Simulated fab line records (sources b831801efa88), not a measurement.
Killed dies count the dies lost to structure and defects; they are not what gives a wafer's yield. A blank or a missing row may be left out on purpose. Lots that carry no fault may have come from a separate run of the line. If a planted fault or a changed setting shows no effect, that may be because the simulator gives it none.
Which tool is to blame? ; flow sfqLine ; 13 lots with 39 wafers sampled at 2 steps, on a route of 325 steps

WHAT THE GAUGES SHOWED, per wafer
SFQ_M4_RS_MEAS_924: the measuring method here is four-point-probe.
lot;measured;on;M4_NB_RS (ohm/sq)
L365;day 43 11:09;filmMetro-04;0.890 0.910 0.888
L367;day 43 20:56;filmMetro-04;0.896 0.880 0.888
L368;day 44 15:47;filmMetro-03;0.877 0.889 0.877
L369;day 45 19:43;filmMetro-04;0.870 0.892 0.876
L370;day 46 05:06;filmMetro-03;0.873 0.882 0.892
L371;day 46 07:40;filmMetro-04;0.917 0.896 0.896
L372;day 52 13:43;filmMetro-04;0.918 0.899 0.921
L376;day 53 10:07;filmMetro-03;0.884 0.886 0.888
L380;day 54 14:54;filmMetro-04;0.883 0.673 0.886
L383;day 55 05:19;filmMetro-04;0.883 0.895 0.889
L385;day 56 05:19;filmMetro-03;0.906 0.885 0.889
L387;day 56 08:50;filmMetro-04;0.878 0.892 0.881
L388;day 56 16:03;filmMetro-04;0.906 0.894 0.904

EACH LOT AND THE TOOL THAT RAN IT (in order: tool; ch and the chambers of the sampled wafers; start)
lot;SFQ_TRILAYER_M4_DEP_SPUTTER_091
L365;pvdSputter-04, day 43 11:04
L367;pvdSputter-05, day 43 20:49
L368;pvdSputter-06, day 44 15:41
L369;pvdSputter-05, day 45 19:37
L370;pvdSputter-05, day 46 05:01
L371;pvdSputter-06, day 46 07:34
L372;pvdSputter-04, day 52 13:37
L376;pvdSputter-06, day 53 10:02
L380;pvdSputter-04, day 54 14:49
L383;pvdSputter-05, day 55 05:13
L385;pvdSputter-05, day 56 05:13
L387;pvdSputter-05, day 56 08:44
L388;pvdSputter-05, day 56 15:56
- SFQ_TRILAYER_M4_DEP_SPUTTER_091: material Nb, target thk 200 nm, time 133.3 s.

AS READ BY THE TOOLS THEMSELVES (means over the sampled wafers that have a number; for cases with no such wafer, the mark the record gives instead)
SFQ_TRILAYER_M4_DEP_SPUTTER_091.
lot;tool;cathodeDcPowerW (W);resputterCathodeVoltageV (V);throttleValvePct (%)
L365;pvdSputter-04;1999.9;399;31.0
L367;pvdSputter-05;1999.7;403;30.9
L368;pvdSputter-06;2000.1;401;28.2
L369;pvdSputter-05;2000.2;402;31.3
L370;pvdSputter-05;2000.4;399;30.4
L371;pvdSputter-06;1999.8;397;30.0
L372;pvdSputter-04;2000.1;398;30.0
L376;pvdSputter-06;2000.1;402;29.0
L380;pvdSputter-04;2217.7;400;30.0
L383;pvdSputter-05;1999.9;401;30.1
L385;pvdSputter-05;2000.2;396;31.1
L387;pvdSputter-05;1999.8;404;30.2
L388;pvdSputter-05;1999.8;398;30.0

THE ANSWER, worked out from the rows above alone
Rule: what is usual is taken from the lots themselves. The widest of any qualifying gaps counts: lots, ordered by their means at a reading, are off when they make up no more than a third of the lots, leave a main group of 4 or more, and stand apart from it by 3 or more times the standard deviation of that group's means. If all means in a main group match to the digits the tables above print for the reading, that group is not used. Also off: a lot with no number at a reading for which 4 or more lots have one. The other lots that the step has rows for count as sound. First the gauges in route order, then the tools' own readings, where a lot's mean is used as printed above. At the first step where some lot is off, the reading lying furthest off is the one used; lots without a number count as furthest.
Off: L380, seen at SFQ_M4_RS_MEAS_924 (M4_NB_RS). The main group: mean 0.891 ohm/sq, standard deviation 0.0098.
A tool fits if, at a process step before that reading, it ran every lot that is off, and no sound lot after the first of them. The gauges at SFQ_M4_RS_MEAS_924 aren't tried: what is off there is off at SFQ_TRILAYER_M4_DEP_SPUTTER_091 too, on other tools, and a gauge's error can't cause that. One fits: pvdSputter-04 at SFQ_TRILAYER_M4_DEP_SPUTTER_091. A fault onset in the window from L372 (day 52 13:37, its last sound lot) to L380 (day 54 14:49, its first lot off) fits.
The tool's own readings at SFQ_TRILAYER_M4_DEP_SPUTTER_091 bear it out: on the lots that are off they differ by more than 5 times the standard deviation of the sound lots' means. cathodeDcPowerW reads 2217.7 W there against 2000.0 W on the sound lots.

WHAT THE SIMULATOR HAD INSERTED
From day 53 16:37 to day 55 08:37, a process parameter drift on pvdSputter-04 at SFQ_TRILAYER_M4_DEP_SPUTTER_091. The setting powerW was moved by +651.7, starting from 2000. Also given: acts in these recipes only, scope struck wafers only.
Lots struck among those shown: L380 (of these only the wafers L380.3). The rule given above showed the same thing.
